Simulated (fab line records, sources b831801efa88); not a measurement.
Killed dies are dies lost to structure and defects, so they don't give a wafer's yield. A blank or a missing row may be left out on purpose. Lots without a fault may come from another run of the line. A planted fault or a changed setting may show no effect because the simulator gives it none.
Chamber matching | flow sky130 | SKY_VIA3_CMP_24 on cmp-02: 4 sister chambers
The step polishes, stops on SiO2, t overpolish 20 s, target thk 0 nm. 8 wafers are shown with their chamber, then 7 later ones without.

WAFERS WITH THEIR CHAMBER
wafer  | chamber | motor_current_A (A) | time_to_endpoint_s (s)
L137.6 | 2       | 12.1                | 98
L140.1 | 1       | 11.2                | 102
L140.6 | 0       | 9.9                 | 92
L145.1 | 2       | 11.8                | 94
L145.3 | 1       | 11.6                | 103
L145.4 | 3       | 10.6                | 93
L147.2 | 3       | 10.8                | 97
L147.3 | 0       | 9.9                 | 90

WAFERS WITHOUT THEIR CHAMBER
wafer  | motor_current_A (A) | time_to_endpoint_s (s)
L147.6 | 9.5                 | 93
L152.4 | 9.5                 | 88
L152.5 | 9.7                 | 89
L152.6 | 11.5                | 96
L155.1 | 10.8                | 91
L155.4 | 12.2                | 94
L155.5 | 12.0                | 95

WHICH CHAMBER EACH WENT THROUGH
wafer  | from the rows above          | in truth
L147.6 | 0                            | 0
L152.4 | 0                            | 0
L152.5 | 0                            | 0
L152.6 | can't be placed: 2 or 1 or 3 | 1
L155.1 | 3                            | 3
L155.4 | 2                            | 2
L155.5 | 2                            | 2
Placed correctly: 6 of 7. Can't be placed from these rows: 1 (the true chamber is among the candidates in 1). Placed wrongly: 0.
How it was worked out, from the rows above alone: a wafer's distance from a chamber is the root of the sum, over the readings, of the square of ((its reading less the chamber's mean) divided by the reading's scatter). The wafer belongs to the nearest chamber; if the next one is less than 2 further off, it can't be placed. A chamber's mean is the mean of its shown wafers. The scatter: the root of (the sum of the squares of (reading less its chamber's mean) over the shown wafers, divided by (wafers less chambers)).
